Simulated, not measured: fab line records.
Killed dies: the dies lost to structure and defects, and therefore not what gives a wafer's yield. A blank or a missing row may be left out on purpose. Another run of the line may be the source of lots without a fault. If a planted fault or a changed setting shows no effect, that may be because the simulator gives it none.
The tool behind it: which one? / flow gf180mcu / 24 lots with 72 wafers sampled at 4 steps, on a route of 602 steps

## WHAT THE GAUGES SHOWED, per wafer
GF_MIM_THK_MEAS_06.
lot=L074; measured=day 26 14:26; on=filmMetro-01; MIM_CVD_05_THK (nm)=42.3 42.8 43.6
lot=L075; measured=day 27 01:50; on=filmMetro-03; MIM_CVD_05_THK (nm)=42.5 42.9 43.6
lot=L076; measured=day 27 08:10; on=filmMetro-04; MIM_CVD_05_THK (nm)=41.7 42.3 42.6
lot=L077; measured=day 27 16:40; on=filmMetro-01; MIM_CVD_05_THK (nm)=42.1 42.2 43.1
lot=L078; measured=day 27 20:55; on=filmMetro-03; MIM_CVD_05_THK (nm)=42.3 43.0 43.3
lot=L079; measured=day 28 07:35; on=filmMetro-01; MIM_CVD_05_THK (nm)=41.7 42.2 42.3
lot=L080; measured=day 28 11:31; on=filmMetro-03; MIM_CVD_05_THK (nm)=42.2 42.7 43.0
lot=L081; measured=day 28 18:32; on=filmMetro-01; MIM_CVD_05_THK (nm)=41.4 43.4 42.6
lot=L082; measured=day 29 06:59; on=filmMetro-04; MIM_CVD_05_THK (nm)=41.9 42.9 42.3
lot=L083; measured=day 29 11:41; on=filmMetro-04; MIM_CVD_05_THK (nm)=41.9 42.2 42.8
lot=L084; measured=day 29 19:36; on=filmMetro-03; MIM_CVD_05_THK (nm)=42.3 43.0 42.7
lot=L085; measured=day 30 03:23; on=filmMetro-01; MIM_CVD_05_THK (nm)=41.4 42.2 42.4
lot=L086; measured=day 30 05:50; on=filmMetro-03; MIM_CVD_05_THK (nm)=42.2 42.3 43.1
lot=L087; measured=day 30 11:59; on=filmMetro-04; MIM_CVD_05_THK (nm)=42.2 42.8 42.8
lot=L088; measured=day 30 22:23; on=filmMetro-03; MIM_CVD_05_THK (nm)=41.8 41.1 42.6
lot=L089; measured=day 31 01:14; on=filmMetro-01; MIM_CVD_05_THK (nm)=41.7 42.7 43.1
lot=L090; measured=day 31 07:15; on=filmMetro-01; MIM_CVD_05_THK (nm)=42.7 42.9 42.5
lot=L091; measured=day 31 15:58; on=filmMetro-01; MIM_CVD_05_THK (nm)=42.0 42.4 43.2
lot=L092; measured=day 31 19:01; on=filmMetro-03; MIM_CVD_05_THK (nm)=42.6 43.2 42.7
lot=L093; measured=day 32 01:39; on=filmMetro-04; MIM_CVD_05_THK (nm)=41.4 42.3 42.7
lot=L094; measured=day 32 04:56; on=filmMetro-01; MIM_CVD_05_THK (nm)=42.0 42.0 43.3
lot=L095; measured=day 32 12:49; on=filmMetro-03; MIM_CVD_05_THK (nm)=42.0 42.0 42.8
lot=L096; measured=day 32 20:17; on=filmMetro-04; MIM_CVD_05_THK (nm)=42.5 42.9 43.2
lot=L097; measured=day 32 23:48; on=filmMetro-01; MIM_CVD_05_THK (nm)=42.0 42.1 43.2

GF_M5_CD_MEAS_07: target cd 280 nm.
lot=L074; measured=day 28 09:46; on=cdSem-01; cdNm (nm)=278.8 278.2 280.1
lot=L075; measured=day 28 21:31; on=cdSem-01; cdNm (nm)=279.1 280.8 279.0
lot=L076; measured=day 29 02:40; on=cdSem-02; cdNm (nm)=278.6 277.9 278.8
lot=L077; measured=day 29 10:52; on=cdSem-02; cdNm (nm)=280.0 281.5 280.9
lot=L078; measured=day 29 14:53; on=cdSem-02; cdNm (nm)=280.6 280.5 279.2
lot=L079; measured=day 30 01:29; on=cdSem-02; cdNm (nm)=282.1 282.0 280.5
lot=L080; measured=day 30 05:23; on=cdSem-02; cdNm (nm)=279.6 281.1 280.2
lot=L081; measured=day 30 11:40; on=cdSem-02; cdNm (nm)=279.7 280.5 278.7
lot=L082; measured=day 30 23:04; on=cdSem-01; cdNm (nm)=282.4 281.3 280.8
lot=L083; measured=day 31 03:52; on=cdSem-02; cdNm (nm)=279.3 278.7 278.9
lot=L084; measured=day 31 11:31; on=cdSem-02; cdNm (nm)=282.0 281.9 281.5
lot=L085; measured=day 31 18:43; on=cdSem-01; cdNm (nm)=278.8 279.2 279.1
lot=L086; measured=day 31 21:37; on=cdSem-01; cdNm (nm)=280.6 280.5 280.3
lot=L087; measured=day 32 03:14; on=cdSem-02; cdNm (nm)=280.1 279.9 280.7
lot=L088; measured=day 32 12:20; on=cdSem-02; cdNm (nm)=278.4 279.2 279.8
lot=L089; measured=day 32 15:33; on=cdSem-01; cdNm (nm)=279.8 280.4 280.2
lot=L090; measured=day 32 21:06; on=cdSem-01; cdNm (nm)=281.4 280.6 279.9
lot=L091; measured=day 33 04:29; on=cdSem-01; cdNm (nm)=278.2 278.9 279.0
lot=L092; measured=day 33 07:11; on=cdSem-02; cdNm (nm)=278.7 279.2 280.9
lot=L093; measured=day 33 13:37; on=cdSem-02; cdNm (nm)=282.5 281.8 282.0
lot=L094; measured=day 33 17:19; on=cdSem-02; cdNm (nm)=281.1 279.8 279.9
lot=L095; measured=day 34 00:46; on=cdSem-01; cdNm (nm)=280.3 280.4 281.1
lot=L096; measured=day 34 07:25; on=cdSem-01; cdNm (nm)=280.6 279.1 279.3
lot=L097; measured=day 34 09:54; on=cdSem-02; cdNm (nm)=281.9 282.0 282.4

## WHAT TOOL EACH LOT RAN ON (gives the tool, then ch and the chambers of the sampled wafers, and finally the start)
lot=L074; GF_M4_STRIP_17=plasmaAsher-01 ch 0,1, day 25 13:18; GF_V4_ETCH_16=rieDiel-03 ch 1,2, day 26 12:49
lot=L075; GF_M4_STRIP_17=plasmaAsher-02 ch 0,1, day 26 00:48; GF_V4_ETCH_16=rieDiel-03 ch 0,2,3, day 27 00:13
lot=L076; GF_M4_STRIP_17=plasmaAsher-02 ch 0,1, day 26 07:04; GF_V4_ETCH_16=rieDiel-02 ch 0,3, day 27 06:31
lot=L077; GF_M4_STRIP_17=plasmaAsher-02 ch 0, day 26 15:25; GF_V4_ETCH_16=rieDiel-01 ch 1,3, day 27 14:49
lot=L078; GF_M4_STRIP_17=plasmaAsher-04 ch 0,1, day 26 20:12; GF_V4_ETCH_16=rieDiel-01 ch 1,2,3, day 27 19:16
lot=L079; GF_M4_STRIP_17=plasmaAsher-04 ch 0,1, day 27 07:15; GF_V4_ETCH_16=rieDiel-01 ch 1,3, day 28 05:58
lot=L080; GF_M4_STRIP_17=plasmaAsher-01 ch 0,1, day 27 11:15; GF_V4_ETCH_16=rieDiel-02 ch 1,2,3, day 28 09:52
lot=L081; GF_M4_STRIP_17=plasmaAsher-02 ch 0,1, day 27 17:54; GF_V4_ETCH_16=rieDiel-03 ch 0,1,2, day 28 16:55
lot=L082; GF_M4_STRIP_17=plasmaAsher-01 ch 0,1, day 28 07:46; GF_V4_ETCH_16=rieDiel-03 ch 1,2, day 29 05:19
lot=L083; GF_M4_STRIP_17=plasmaAsher-01 ch 0,1, day 28 11:36; GF_V4_ETCH_16=rieDiel-03 ch 2,3, day 29 09:31
lot=L084; GF_M4_STRIP_17=plasmaAsher-01 ch 0,1, day 28 19:55; GF_V4_ETCH_16=rieDiel-01 ch 1,3, day 29 17:58
lot=L085; GF_M4_STRIP_17=plasmaAsher-02 ch 0,1, day 29 03:25; GF_V4_ETCH_16=rieDiel-01 ch 0,3, day 30 01:46
lot=L086; GF_M4_STRIP_17=plasmaAsher-04 ch 0,1, day 29 06:31; GF_V4_ETCH_16=rieDiel-01 ch 0,1,2, day 30 04:13
lot=L087; GF_M4_STRIP_17=plasmaAsher-04 ch 0,1, day 29 13:24; GF_V4_ETCH_16=rieDiel-01 ch 0,1,3, day 30 10:16
lot=L088; GF_M4_STRIP_17=plasmaAsher-04 ch 0, day 29 23:27; GF_V4_ETCH_16=rieDiel-02 ch 2,3, day 30 20:46
lot=L089; GF_M4_STRIP_17=plasmaAsher-02 ch 0,1, day 30 02:25; GF_V4_ETCH_16=rieDiel-01 ch 0,2, day 30 23:37
lot=L090; GF_M4_STRIP_17=plasmaAsher-02 ch 0,1, day 30 08:38; GF_V4_ETCH_16=rieDiel-01 ch 1,2,3, day 31 05:37
lot=L091; GF_M4_STRIP_17=plasmaAsher-04 ch 0,1, day 30 18:09; GF_V4_ETCH_16=rieDiel-01 ch 0,2,3, day 31 14:22
lot=L092; GF_M4_STRIP_17=plasmaAsher-01 ch 0,1, day 30 20:50; GF_V4_ETCH_16=rieDiel-01 ch 0,1,3, day 31 17:22
lot=L093; GF_M4_STRIP_17=plasmaAsher-04 ch 0,1, day 31 03:28; GF_V4_ETCH_16=rieDiel-01 ch 1,2,3, day 31 23:46
lot=L094; GF_M4_STRIP_17=plasmaAsher-01 ch 0,1, day 31 07:03; GF_V4_ETCH_16=rieDiel-01 ch 0,2,3, day 32 03:19
lot=L095; GF_M4_STRIP_17=plasmaAsher-01 ch 0,1, day 31 15:03; GF_V4_ETCH_16=rieDiel-03 ch 0,1, day 32 11:10
lot=L096; GF_M4_STRIP_17=plasmaAsher-02 ch 0,1, day 31 23:18; GF_V4_ETCH_16=rieDiel-03 ch 0,1, day 32 18:40
lot=L097; GF_M4_STRIP_17=plasmaAsher-02 ch 0,1, day 32 02:44; GF_V4_ETCH_16=rieDiel-03 ch 1,3, day 32 22:10
- GF_M4_STRIP_17: strips in O2/N2.
- GF_V4_ETCH_16: etches BARC in N2/H2.

## AS READ BY THE TOOLS THEMSELVES (means over the sampled wafers that have a number; for cases with no such wafer, the mark the record gives instead)
GF_M4_STRIP_17.
lot=L074; tool=plasmaAsher-01; drypumpMotorCurrentA (A)=5.4; heaterPowerW (W)=296; oesProductAu (a.u.)=0.535; stripTimeToEndpointS (s)=7.32
lot=L075; tool=plasmaAsher-02; drypumpMotorCurrentA (A)=6.0; heaterPowerW (W)=333; oesProductAu (a.u.)=0.540; stripTimeToEndpointS (s)=7.39
lot=L076; tool=plasmaAsher-02; drypumpMotorCurrentA (A)=6.0; heaterPowerW (W)=333; oesProductAu (a.u.)=0.534; stripTimeToEndpointS (s)=7.35
lot=L077; tool=plasmaAsher-02; drypumpMotorCurrentA (A)=5.9; heaterPowerW (W)=303; oesProductAu (a.u.)=0.539; stripTimeToEndpointS (s)=7.33
lot=L078; tool=plasmaAsher-04; drypumpMotorCurrentA (A)=5.7; heaterPowerW (W)=362; oesProductAu (a.u.)=0.532; stripTimeToEndpointS (s)=7.48
lot=L079; tool=plasmaAsher-04; drypumpMotorCurrentA (A)=5.7; heaterPowerW (W)=334; oesProductAu (a.u.)=0.538; stripTimeToEndpointS (s)=7.39
lot=L080; tool=plasmaAsher-01; drypumpMotorCurrentA (A)=5.4; heaterPowerW (W)=291; oesProductAu (a.u.)=0.538; stripTimeToEndpointS (s)=7.38
lot=L081; tool=plasmaAsher-02; drypumpMotorCurrentA (A)=6.1; heaterPowerW (W)=362; oesProductAu (a.u.)=0.530; stripTimeToEndpointS (s)=7.35
lot=L082; tool=plasmaAsher-01; drypumpMotorCurrentA (A)=5.2; heaterPowerW (W)=313; oesProductAu (a.u.)=0.534; stripTimeToEndpointS (s)=7.35
lot=L083; tool=plasmaAsher-01; drypumpMotorCurrentA (A)=5.2; heaterPowerW (W)=311; oesProductAu (a.u.)=0.542; stripTimeToEndpointS (s)=7.41
lot=L084; tool=plasmaAsher-01; drypumpMotorCurrentA (A)=5.2; heaterPowerW (W)=315; oesProductAu (a.u.)=0.539; stripTimeToEndpointS (s)=7.37
lot=L085; tool=plasmaAsher-02; drypumpMotorCurrentA (A)=6.0; heaterPowerW (W)=336; oesProductAu (a.u.)=0.538; stripTimeToEndpointS (s)=7.38
lot=L086; tool=plasmaAsher-04; drypumpMotorCurrentA (A)=5.6; heaterPowerW (W)=357; oesProductAu (a.u.)=0.543; stripTimeToEndpointS (s)=7.51
lot=L087; tool=plasmaAsher-04; drypumpMotorCurrentA (A)=5.7; heaterPowerW (W)=350; oesProductAu (a.u.)=0.539; stripTimeToEndpointS (s)=7.34
lot=L088; tool=plasmaAsher-04; drypumpMotorCurrentA (A)=5.6; heaterPowerW (W)=379; oesProductAu (a.u.)=0.530; stripTimeToEndpointS (s)=7.37
lot=L089; tool=plasmaAsher-02; drypumpMotorCurrentA (A)=6.0; heaterPowerW (W)=332; oesProductAu (a.u.)=0.536; stripTimeToEndpointS (s)=7.34
lot=L090; tool=plasmaAsher-02; drypumpMotorCurrentA (A)=6.0; heaterPowerW (W)=337; oesProductAu (a.u.)=0.533; stripTimeToEndpointS (s)=7.41
lot=L091; tool=plasmaAsher-04; drypumpMotorCurrentA (A)=5.8; heaterPowerW (W)=334; oesProductAu (a.u.)=0.540; stripTimeToEndpointS (s)=7.44
lot=L092; tool=plasmaAsher-01; drypumpMotorCurrentA (A)=5.4; heaterPowerW (W)=296; oesProductAu (a.u.)=0.542; stripTimeToEndpointS (s)=7.46
lot=L093; tool=plasmaAsher-04; drypumpMotorCurrentA (A)=5.7; heaterPowerW (W)=335; oesProductAu (a.u.)=0.537; stripTimeToEndpointS (s)=7.38
lot=L094; tool=plasmaAsher-01; drypumpMotorCurrentA (A)=5.2; heaterPowerW (W)=313; oesProductAu (a.u.)=0.540; stripTimeToEndpointS (s)=7.39
lot=L095; tool=plasmaAsher-01; drypumpMotorCurrentA (A)=5.4; heaterPowerW (W)=293; oesProductAu (a.u.)=0.539; stripTimeToEndpointS (s)=7.38
lot=L096; tool=plasmaAsher-02; drypumpMotorCurrentA (A)=6.2; heaterPowerW (W)=362; oesProductAu (a.u.)=0.539; stripTimeToEndpointS (s)=7.48
lot=L097; tool=plasmaAsher-02; drypumpMotorCurrentA (A)=6.0; heaterPowerW (W)=330; oesProductAu (a.u.)=0.539; stripTimeToEndpointS (s)=7.44

GF_V4_ETCH_16.
lot=L074; tool=rieDiel-03; drypumpMotorCurrentA (A)=6.3; oesProductAu (a.u.)=0.853; throttleValvePct (%)=13.227
lot=L075; tool=rieDiel-03; drypumpMotorCurrentA (A)=6.0; oesProductAu (a.u.)=0.853; throttleValvePct (%)=13.224
lot=L076; tool=rieDiel-02; drypumpMotorCurrentA (A)=5.7; oesProductAu (a.u.)=0.852; throttleValvePct (%)=13.230
lot=L077; tool=rieDiel-01; drypumpMotorCurrentA (A)=5.4; oesProductAu (a.u.)=0.856; throttleValvePct (%)=13.226
lot=L078; tool=rieDiel-01; drypumpMotorCurrentA (A)=5.8; oesProductAu (a.u.)=0.853; throttleValvePct (%)=13.231
lot=L079; tool=rieDiel-01; drypumpMotorCurrentA (A)=5.7; oesProductAu (a.u.)=0.856; throttleValvePct (%)=13.222
lot=L080; tool=rieDiel-02; drypumpMotorCurrentA (A)=5.8; oesProductAu (a.u.)=0.856; throttleValvePct (%)=13.226
lot=L081; tool=rieDiel-03; drypumpMotorCurrentA (A)=6.1; oesProductAu (a.u.)=0.858; throttleValvePct (%)=13.231
lot=L082; tool=rieDiel-03; drypumpMotorCurrentA (A)=6.1; oesProductAu (a.u.)=0.855; throttleValvePct (%)=13.234
lot=L083; tool=rieDiel-03; drypumpMotorCurrentA (A)=6.2; oesProductAu (a.u.)=0.853; throttleValvePct (%)=13.218
lot=L084; tool=rieDiel-01; drypumpMotorCurrentA (A)=5.7; oesProductAu (a.u.)=0.857; throttleValvePct (%)=13.222
lot=L085; tool=rieDiel-01; drypumpMotorCurrentA (A)=5.8; oesProductAu (a.u.)=0.855; throttleValvePct (%)=13.233
lot=L086; tool=rieDiel-01; drypumpMotorCurrentA (A)=6.2; oesProductAu (a.u.)=0.855; throttleValvePct (%)=13.221
lot=L087; tool=rieDiel-01; drypumpMotorCurrentA (A)=5.8; oesProductAu (a.u.)=0.847; throttleValvePct (%)=13.219
lot=L088; tool=rieDiel-02; drypumpMotorCurrentA (A)=5.6; oesProductAu (a.u.)=0.856; throttleValvePct (%)=13.223
lot=L089; tool=rieDiel-01; drypumpMotorCurrentA (A)=6.2; oesProductAu (a.u.)=0.859; throttleValvePct (%)=13.219
lot=L090; tool=rieDiel-01; drypumpMotorCurrentA (A)=5.7; oesProductAu (a.u.)=0.855; throttleValvePct (%)=13.222
lot=L091; tool=rieDiel-01; drypumpMotorCurrentA (A)=5.8; oesProductAu (a.u.)=0.855; throttleValvePct (%)=13.229
lot=L092; tool=rieDiel-01; drypumpMotorCurrentA (A)=5.8; oesProductAu (a.u.)=0.854; throttleValvePct (%)=13.224
lot=L093; tool=rieDiel-01; drypumpMotorCurrentA (A)=5.8; oesProductAu (a.u.)=0.852; throttleValvePct (%)=13.215
lot=L094; tool=rieDiel-01; drypumpMotorCurrentA (A)=5.8; oesProductAu (a.u.)=0.852; throttleValvePct (%)=13.227
lot=L095; tool=rieDiel-03; drypumpMotorCurrentA (A)=5.9; oesProductAu (a.u.)=0.854; throttleValvePct (%)=13.221
lot=L096; tool=rieDiel-03; drypumpMotorCurrentA (A)=5.8; oesProductAu (a.u.)=0.857; throttleValvePct (%)=13.231
lot=L097; tool=rieDiel-03; drypumpMotorCurrentA (A)=5.7; oesProductAu (a.u.)=0.849; throttleValvePct (%)=13.217

## THE ANSWER, worked out from the rows above alone
Rule: usual is defined by the lots themselves. The widest of any qualifying gaps counts: lots, ordered by their means at a reading, are off when they make up no more than a third of the lots, leave a main group of 4 or more, and stand apart from it by 3 or more times the standard deviation of that group's means. Not used: any main group whose means are identical at the precision the tables above print for the reading. A lot without any number at a reading at which 4 lots or more have one is off too. All remaining lots with rows at the step are treated as sound. After the gauges, taken in route order, come the tools' own readings; for these a lot's mean is taken, as printed above. The first step at which some lot is off is used, and at that step the reading that is off furthest; a lot without a number counts as furthest.
No lot is off at any reading shown: from this, nothing can be told.

## WHAT WAS PUT IN BY THE SIMULATOR
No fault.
